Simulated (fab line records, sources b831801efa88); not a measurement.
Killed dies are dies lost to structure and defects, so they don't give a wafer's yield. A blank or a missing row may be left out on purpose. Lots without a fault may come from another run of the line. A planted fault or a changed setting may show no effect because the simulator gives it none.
A struck lot beside a sound one | flow sfq_line | 42 steps out of a route of 325
Sound: wafers L842.1, L842.2, L842.5. Struck: wafers L848.3, L848.4. The cause comes at the end.
At each step with rows: each side's tool, then ch and its chambers, then its first start. Under that, the readings that differ: sound wafers | struck wafers | difference of the means | sigmas: that difference in standard deviations of wafers without a fault.
alike: readings whose means differ by less than 2 such deviations, and words and numbers that are the same on both sides. not compared: withheld readings, readings that some wafer has no value for, bounds like >300 that may hide the same value, and numbers for which the record gives no deviation and whose values overlap.
The two part at a step that has a row with sigmas, a row that says differs or no value, or rows on one side only. Numbers that don't overlap but have no deviation are shown without sigmas and don't part them. A reading that every wafer of one side lacks parts them only if that side has two wafers or more.

first, 6 steps without rows for these wafers: SFQ_TRILAYER_I6_VIA_LITHO_COAT_174 (resist thk 62 nm); SFQ_TRILAYER_I6_VIA_LITHO_COAT_169 (resist thk 650 nm); SFQ_TRILAYER_I6_VIA_LITHO_SOFTBAKE_173; SFQ_TRILAYER_I6_VIA_LITHO_EXPOSE_170 (exposes mask I6, target cd 700 nm); SFQ_TRILAYER_I6_VIA_LITHO_PEB_172 (peb time 60 s); SFQ_TRILAYER_I6_VIA_LITHO_DEVELOP_171 (time 60 s).
SFQ_I6_OVL_MEAS_942:
  sound on overlay-01, day 76 23:29; struck on overlay-01, day 77 15:06
  alike: I6_OVL
SFQ_TRILAYER_I6_VIA_BARC_OPEN_VIA_ETCH_235: etches BARC in O2, target depth 125 nm, time 41.7 s.
  sound on rie_diel-04 ch 0,3, day 76 23:32; struck on rie_diel-04 ch 0,1, day 77 15:08
  alike: drypump_motor_current_A, oes_product_au
  not compared: rf_hours_counter_h
SFQ_TRILAYER_I6_VIA_ETCH_VIA_ETCH_172: etches SiO2 in CHF3, stops on Nb, target depth 260 nm.
  sound on rie_diel-04 ch 0,3, day 76 23:34; struck on rie_diel-04 ch 0,1, day 77 15:10
  alike: drypump_motor_current_A, oes_product_au
SFQ_TRILAYER_I6_VIA_STRIP_STRIP_173: strips in O2.
  sound on rie_metal-03 ch 0,1, day 76 23:41; struck on rie_metal-01 ch 0,1, day 77 15:29
  reading                     | sound       | struck  | difference | sigmas
  drypump_motor_current_A (A) | 6.2 6.6 6.6 | 5.6 5.3 | -1.0       | -2
  alike: oes_product_au
  not compared: rf_hours_counter_h
then, 2 steps without rows for these wafers: SFQ_TRILAYER_I6_VIA_STRIP_SOLV_CLEAN_174 (cleans in NMP, time 600 s); SFQ_TRILAYER_M7_DEP_PRE_CLEAN_176 (time 22.5 s).
SFQ_TRILAYER_M7_DEP_SPUTTER_175: material Nb, target thk 200 nm, time 133.3 s.
  sound on pvd_sputter-06, day 77 00:29; struck on pvd_sputter-04, day 77 16:05
  reading                                             | sound             | struck      | difference | sigmas
  model.Nb_of_TRILAYER_M7_DEP_SPUTTER_175.thk_nm (nm) | 203.1 199.5 197.3 | 214.9 217.6 | +16.3      |
  alike: throttle_valve_pct
SFQ_M7_RS_MEAS_943: measures by four-point-probe.
  sound on film_metro-03, day 77 00:34; struck on film_metro-04, day 77 16:13
  reading           | sound             | struck      | difference | sigmas
  M7_NB_RS (ohm/sq) | 0.877 0.891 0.902 | 0.829 0.817 | -0.067     | -5
then, 6 steps without rows for these wafers: SFQ_TRILAYER_M7_LITHO_COAT_182 (resist thk 62 nm); SFQ_TRILAYER_M7_LITHO_COAT_177 (resist thk 600 nm); SFQ_TRILAYER_M7_LITHO_SOFTBAKE_181; SFQ_TRILAYER_M7_LITHO_EXPOSE_178 (exposes mask M7, target cd 500 nm); SFQ_TRILAYER_M7_LITHO_PEB_180 (peb time 60 s); SFQ_TRILAYER_M7_LITHO_DEVELOP_179 (time 60 s).
SFQ_M7_OVL_MEAS_945:
  sound on overlay-02, day 78 07:18; struck on overlay-01, day 78 16:55
  alike: M7_OVL
SFQ_TRILAYER_M7_BARC_OPEN_METAL_ETCH_229: etches BARC in O2, target depth 125 nm, time 41.7 s.
  sound on rie_metal-02 ch 0,1, day 78 07:20; struck on rie_metal-02 ch 0,1, day 78 16:57
  alike: drypump_motor_current_A, oes_product_au
  not compared: rf_hours_counter_h
SFQ_TRILAYER_M7_ETCH_METAL_ETCH_180: etches Nb in Cl2/Ar, stops on SiO2, target depth 240 nm, time 120 s.
  sound on rie_metal-02 ch 0,1, day 78 07:23; struck on rie_metal-02 ch 0,1, day 78 17:02
  reading               | sound             | struck      | difference | sigmas
  oes_product_au (a.u.) | 0.903 0.893 0.889 | 0.939 0.933 | +0.041     | +5
  alike: drypump_motor_current_A
  not compared: rf_hours_counter_h
then, 4 steps without rows for these wafers: SFQ_TRILAYER_M7_STRIP_STRIP_181 (strips in O2); SFQ_TRILAYER_M7_STRIP_SOLV_CLEAN_182 (cleans in NMP, time 600 s); SFQ_TRILAYER_I7_DEP_PECVD_183 (deposits SiO2 from SiH4/N2O, time 111.11 s, target thk 500 nm); SFQ_TRILAYER_I7_CMP_CMP_184 (polishes SiO2).
SFQ_I7_BOW_MEAS_946:
  sound on film_metro-01, day 78 20:27; struck on film_metro-03, day 79 11:29
  alike: I7_BOW
SFQ_TRILAYER_I7_METRO_MEASURE_185:
  sound on film_metro-01, day 78 20:34; struck on film_metro-03, day 79 11:58
  alike: thk_nm
then, 6 steps without rows for these wafers: SFQ_TRILAYER_I7_VIA_LITHO_COAT_192 (resist thk 62 nm); SFQ_TRILAYER_I7_VIA_LITHO_COAT_187 (resist thk 650 nm); SFQ_TRILAYER_I7_VIA_LITHO_SOFTBAKE_191; SFQ_TRILAYER_I7_VIA_LITHO_EXPOSE_188 (exposes mask I7, target cd 1000 nm); SFQ_TRILAYER_I7_VIA_LITHO_PEB_190 (peb time 60 s); SFQ_TRILAYER_I7_VIA_LITHO_DEVELOP_189 (time 60 s).
-- the record jumps here: 4 days lie between the struck wafers' starts before and after --
SFQ_I7_OVL_MEAS_947:
  sound on overlay-01, day 82 01:42; struck on overlay-01, day 83 04:07
  alike: I7_OVL
then, 5 steps without rows for these wafers: SFQ_TRILAYER_I7_VIA_BARC_OPEN_VIA_ETCH_260 (etches BARC in O2, target depth 125 nm, time 41.7 s); SFQ_TRILAYER_I7_VIA_ETCH_VIA_ETCH_190 (etches SiO2 in CHF3, stops on Nb, target depth 260 nm); SFQ_TRILAYER_I7_VIA_STRIP_STRIP_191 (strips in O2); SFQ_TRILAYER_I7_VIA_STRIP_SOLV_CLEAN_192 (cleans in NMP, time 600 s); SFQ_TRILAYER_M8_LITHO_LOR_COAT_197.
-- the record jumps here: 3 days lie between the struck wafers' starts before and after --
SFQ_M8_BOW_MEAS_951:
  sound on film_metro-02, day 85 03:02; struck on film_metro-04, day 86 03:57
  reading                 | sound               | struck       | difference | sigmas
  M8_BOW (um)             | 14 7 14             | 30 40        | +23        | +2
  model.etest.m7.ohm_um   | 1.738 1.758 1.784   | 1.641 1.618  | -0.130     |
  model.etest.i6.link_ohm | 1.875 1.884 1.895   | 1.813 1.802  | -0.077     |
  model.etest.i7.link_ohm | 1.043 1.056 1.067   | 0.9886 0.979 | -0.0715    |
  model.etest.m7.ohm_sq   | 0.876 0.8918 0.9016 | 0.828 0.8176 | -0.067     |

WHERE THEY PART
First at SFQ_TRILAYER_I6_VIA_STRIP_STRIP_173; last, within this record, at SFQ_M8_BOW_MEAS_951.

WHY: what the simulator had put in
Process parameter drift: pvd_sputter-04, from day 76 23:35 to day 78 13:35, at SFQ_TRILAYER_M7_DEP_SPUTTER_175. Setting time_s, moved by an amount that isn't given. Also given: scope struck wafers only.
